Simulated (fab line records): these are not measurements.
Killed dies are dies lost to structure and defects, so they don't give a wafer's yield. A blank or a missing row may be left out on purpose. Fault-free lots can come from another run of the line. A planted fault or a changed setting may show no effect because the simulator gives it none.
Chamber matching	flow sky130	SKY_LI_CONTACT_CMP_24 on cmp-02: 4 sister chambers
The step polishes, stops on PSG, t overpolish 20 s, target thk 0 nm. 4 wafers are shown with their chamber, then 9 later ones without.

## WAFERS WITH THEIR CHAMBER
wafer	chamber	motor_current_A (A)
L679.1	3	11.2
L679.2	0	9.4
L680.2	2	12.6
L680.6	1	11.4

## WAFERS WITHOUT THEIR CHAMBER
wafer	motor_current_A (A)
L682.3	12.0
L682.4	12.5
L682.5	10.9
L683.1	12.2
L683.2	10.5
L683.3	9.1
L686.3	12.1
L686.4	9.3
L686.6	11.4

## CHAMBER TAKEN BY EACH
wafer	from the rows above	in truth
L682.3	can't be placed: 1 or 2 or 3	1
L682.4	2	2
L682.5	can't be placed: 3 or 1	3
L683.1	can't be placed: 2 or 1 or 3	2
L683.2	can't be placed: 3 or 1 or 0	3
L683.3	0	0
L686.3	can't be placed: 2 or 1 or 3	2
L686.4	0	0
L686.6	can't be placed: 1 or 3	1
Placed correctly: 3 of 9. Not placeable from these rows: 6 (in 6, the candidates include the true chamber). Number placed wrongly: 0.
How it was worked out, from the rows above alone: a wafer's distance from a chamber is the root of the sum, over the readings, of the square of ((its reading less the chamber's mean) divided by the reading's scatter). The wafer belongs to the nearest chamber; if the next one is less than 2 further off, it can't be placed. For every chamber, the mean is computed from those of its wafers that are shown. The scatter: root of mean squared gap, hidden wafer to nearest shown wafer, with one shown wafer a chamber.
